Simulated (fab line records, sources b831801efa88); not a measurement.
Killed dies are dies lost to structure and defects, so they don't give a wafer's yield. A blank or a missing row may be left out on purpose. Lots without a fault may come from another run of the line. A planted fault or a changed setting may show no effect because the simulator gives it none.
Split-lot experiment | flow sky130 | 5 lots, 23 wafers read, on a route of 708 steps

THE SPLIT
At SKY_METAL5_STRIP_16 (strips in O2/N2), the setting power_w was moved away from the recipe's 1400 W on 8 of the 23 wafers read, by -9.3% to +11.6%. The other wafers ran this setting at the recipe's value.

The reading is taken at the split's own step.

THE READING
oes_product_au, in a.u., at SKY_METAL5_STRIP_16 (strips in O2/N2). Fault-free wafers of this fab line usually give 0.710 a.u., standard deviation 0.0053 a.u..

wafer  | tool, chamber at the split | power_w as run, W | against the recipe | oes_product_au, a.u. | against lot-mates on the recipe
L074.1 | plasma_asher-04, 0         | 1270              | -9.3%              | 0.674                | -0.040
L074.2 | plasma_asher-04, 1         | 1400              | recipe             | 0.717                | -
L074.3 | plasma_asher-04, 1         | 1270              | -9.3%              | 0.686                | -0.028
L074.4 | plasma_asher-04, 0         | 1400              | recipe             | 0.710                | -
L074.5 | plasma_asher-04, 1         | 1400              | recipe             | 0.714                | -
L075.1 | plasma_asher-01, 0         | 1524              | +8.9%              | 0.738                | +0.030
L075.2 | plasma_asher-01, 1         | 1400              | recipe             | 0.711                | -
L075.3 | plasma_asher-01, 1         | 1524              | +8.9%              | 0.741                | +0.033
L075.4 | plasma_asher-01, 0         | 1400              | recipe             | 0.704                | -
L075.5 | plasma_asher-01, 0         | 1524              | +8.9%              | 0.749                | +0.041
L077.1 | plasma_asher-01, 0         | 1400              | recipe             | 0.700                | -
L077.2 | plasma_asher-01, 1         | 1400              | recipe             | 0.707                | -
L077.3 | plasma_asher-01, 0         | 1400              | recipe             | 0.713                | -
L077.5 | plasma_asher-01, 1         | 1400              | recipe             | 0.705                | -
L077.6 | plasma_asher-01, 0         | 1400              | recipe             | 0.719                | -
L078.3 | plasma_asher-02, 0         | 1400              | recipe             | 0.708                | -
L078.4 | plasma_asher-02, 1         | 1400              | recipe             | 0.717                | -
L078.5 | plasma_asher-02, 1         | 1400              | recipe             | 0.706                | -
L080.1 | plasma_asher-01, 0         | 1562              | +11.6%             | 0.753                | +0.041
L080.2 | plasma_asher-01, 1         | 1400              | recipe             | 0.715                | -
L080.3 | plasma_asher-01, 0         | 1562              | +11.6%             | 0.757                | +0.045
L080.4 | plasma_asher-01, 1         | 1400              | recipe             | 0.708                | -
L080.5 | plasma_asher-01, 0         | 1562              | +11.6%             | 0.757                | +0.045

THE FIT
A straight line over all 23 wafers: oes_product_au changes by +0.00367 a.u. for each +1% of power_w; r = +0.97; the points scatter about the line by 0.0054 a.u..
The same after taking each lot's own level away (the mean of its wafers on the recipe; 23 wafers): +0.0038 a.u. for each +1%; r = +0.98; scatter 0.005 a.u..
On that fit, the largest move of power_w shifts the reading by 0.044 a.u..
The lots' own levels span 0.7075 to 0.7137 a.u., that is 1.2 times the standard deviation above.
So the lot-to-lot level changes the slope little: the two slopes agree.
Check: with one of the wafers moved furthest among these (+11.6%) left out of the fit, the line predicts +0.0449 a.u. for it against its lot-mates. It came out at +0.0415 a.u. against them.
Tool readings at the split's step, against how far the setting was moved: oes_product_au r = +0.97; strip_time_to_endpoint_s r = -0.95.

OTHER SPLITS ON THESE WAFERS
These wafers also went through other splits before the reading. Each is held against what the fit with the lots' levels taken away leaves over:
other split on the same wafers          | wafers away from the commonest value | r with oes_product_au (lot level and that fit taken away)
SKY_VIA4_CMP_02 leave_above_ref_nm      | 7                                    | -0.02
SKY_VIA4_COAT_06 spin_rpm               | 10                                   | -0.27
SKY_VIA4_CVD_18 temp_c                  | 12                                   | +0.13
SKY_METAL5_METAL_ETCH_15 over_etch_frac | 8                                    | -0.16

THE WHOLE CHAIN: every reading that the file lists as answering this split, in the file's order
step                | what it does    | reading                  | change (the file's fit)                   | r (the file's)
SKY_METAL5_STRIP_16 | strips in O2/N2 | oes_product_au           | +0.00383 a.u. for each +1% of the setting | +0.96
SKY_METAL5_STRIP_16 | strips in O2/N2 | strip_time_to_endpoint_s | withheld for each +1% of the setting      | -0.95

THE FILE'S OWN FIT
oes_product_au changes by +0.00383 a.u. for each +1% of power_w, r = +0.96.
